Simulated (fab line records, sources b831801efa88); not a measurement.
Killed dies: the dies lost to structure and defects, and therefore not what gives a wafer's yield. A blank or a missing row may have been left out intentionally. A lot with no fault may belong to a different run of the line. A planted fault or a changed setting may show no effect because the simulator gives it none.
Which tool is to blame? | flow sky130 | Sampling: 11 lots, 33 wafers, 4 of 708 route steps

== WHAT EACH GAUGE READ, for each wafer ==
SKY_LDD_N_OVL_MEAS_07.
lot  | measured     | on         | LDD_N_OVL (nm)
L933 | day 17 22:05 | overlay-02 | -0.9 -1.1 1.1
L934 | day 17 22:24 | overlay-02 | 3.8 2.2 -0.5
L936 | day 18 19:56 | overlay-01 | -1.9 0.9 -0.8
L938 | day 19 11:40 | overlay-02 | -0.5 0.3 -0.5
L941 | day 20 22:48 | overlay-02 | - - -
L944 | day 22 03:47 | overlay-01 | -0.1 -1.7 0.7
L949 | day 23 14:01 | overlay-01 | -1.2 -1.0 0.6
L950 | day 23 18:37 | overlay-01 | 2.2 1.6 -0.4
L952 | day 24 10:27 | overlay-02 | -0.1 1.3 0.0
L953 | day 24 23:39 | overlay-02 | -0.4 0.0 0.4
L956 | day 25 17:29 | overlay-02 | -1.7 -1.2 -1.1

SKY_LDD_N_TW_MEAS_17.
lot  | measured     | on            | LDD_N_TW
L933 | day 17 23:26 | film_metro-04 | 2593 2585 2597
L934 | day 17 23:45 | film_metro-02 | 2580 2571 2592
L936 | day 18 21:17 | film_metro-04 | 2600 2595 2593
L938 | day 19 13:00 | film_metro-01 | 2583 2584 2586
L941 | day 21 00:08 | film_metro-01 | 30 30 30
L944 | day 22 05:08 | film_metro-04 | 2590 2586 2582
L949 | day 23 15:22 | film_metro-02 | 2577 2576 2567
L950 | day 23 19:58 | film_metro-04 | 2596 2606 2574
L952 | day 24 11:47 | film_metro-04 | 2600 2584 2592
L953 | day 25 03:31 | film_metro-02 | 2571 2565 2573
L956 | day 25 18:56 | film_metro-02 | 2565 2561 2572

SKY_LDD_P_TW_MEAS_11.
lot  | measured     | on            | LDD_P_TW
L933 | day 19 05:42 | film_metro-04 | 641 643 642
L934 | day 19 06:17 | film_metro-04 | 641 643 636
L936 | day 20 05:00 | film_metro-03 | 629 629 630
L938 | day 20 19:34 | film_metro-04 | 645 640 640
L941 | day 22 07:19 | film_metro-03 | 2559 2560 2566
L944 | day 23 11:39 | film_metro-04 | 637 637 637
L949 | day 24 21:24 | film_metro-02 | 634 637 634
L950 | day 25 01:27 | film_metro-04 | 639 643 639
L952 | day 25 17:43 | film_metro-02 | 634 632 632
L953 | day 26 08:50 | film_metro-02 | 641 645 640
L956 | day 27 00:07 | film_metro-03 | 631 629 627

== WHICH TOOL RAN EACH LOT (tool, then ch and the chambers of the sampled wafers, then the start) ==
lot  | SKY_LDD_N_EXPOSE_04
L933 | iline_stepper-01 ch 0, day 17 07:34
L934 | iline_stepper-02 ch 0, day 17 08:05
L936 | iline_stepper-01 ch 0, day 18 05:22
L938 | iline_stepper-02 ch 0, day 18 20:17
L941 | iline_stepper-02 ch 0, day 20 07:52
L944 | iline_stepper-02 ch 0, day 21 12:18
L949 | iline_stepper-02 ch 0, day 22 23:05
L950 | iline_stepper-01 ch 0, day 23 04:05
L952 | iline_stepper-02 ch 0, day 23 20:29
L953 | iline_stepper-02 ch 0, day 24 09:07
L956 | iline_stepper-01 ch 0, day 25 03:18
- SKY_LDD_N_EXPOSE_04: exposes mask NTM, target cd 840 nm.

== WHAT THE TOOLS THEMSELVES READ (means of the sampled wafers that have a number; where no wafer has one, the mark that the record gives instead) ==
The record holds no such reading with a usual standard deviation.

== THE ANSWER, worked out from the rows above alone ==
Rule: usual is defined by the lots themselves. Put in order of their means at a reading, lots are off if they are a third of the lots or fewer, leave a main group of 4 or more, and stand apart from it by a gap of 3 or more times the standard deviation of the main group's means; of several such gaps the widest counts. The tables above print the reading to a certain number of digits; a main group whose means all agree to those digits is not used. Also off: a lot with no number at a reading for which 4 or more lots have one. All remaining lots with rows at the step are treated as sound. Order of review: gauges by route order, followed by the tools' own readings, for which a lot's mean as printed above is used. At the first step where some lot is off, the reading lying furthest off is the one used; lots without a number count as furthest.
Off: L941, seen at SKY_LDD_N_OVL_MEAS_07 (LDD_N_OVL). Without a number there: L941. Main group: mean 0.0 nm, sd 0.87.
If a tool, at a process step before that reading, ran all the lots that are off and no sound lot after the first of them, it fits. The gauges at SKY_LDD_N_OVL_MEAS_07 aren't tried: what is off there is off at SKY_LDD_N_TW_MEAS_17 too, on other tools, and a gauge's error can't cause that. None of those tried fits.

== WHAT HAD BEEN PUT IN BY THE SIMULATOR ==
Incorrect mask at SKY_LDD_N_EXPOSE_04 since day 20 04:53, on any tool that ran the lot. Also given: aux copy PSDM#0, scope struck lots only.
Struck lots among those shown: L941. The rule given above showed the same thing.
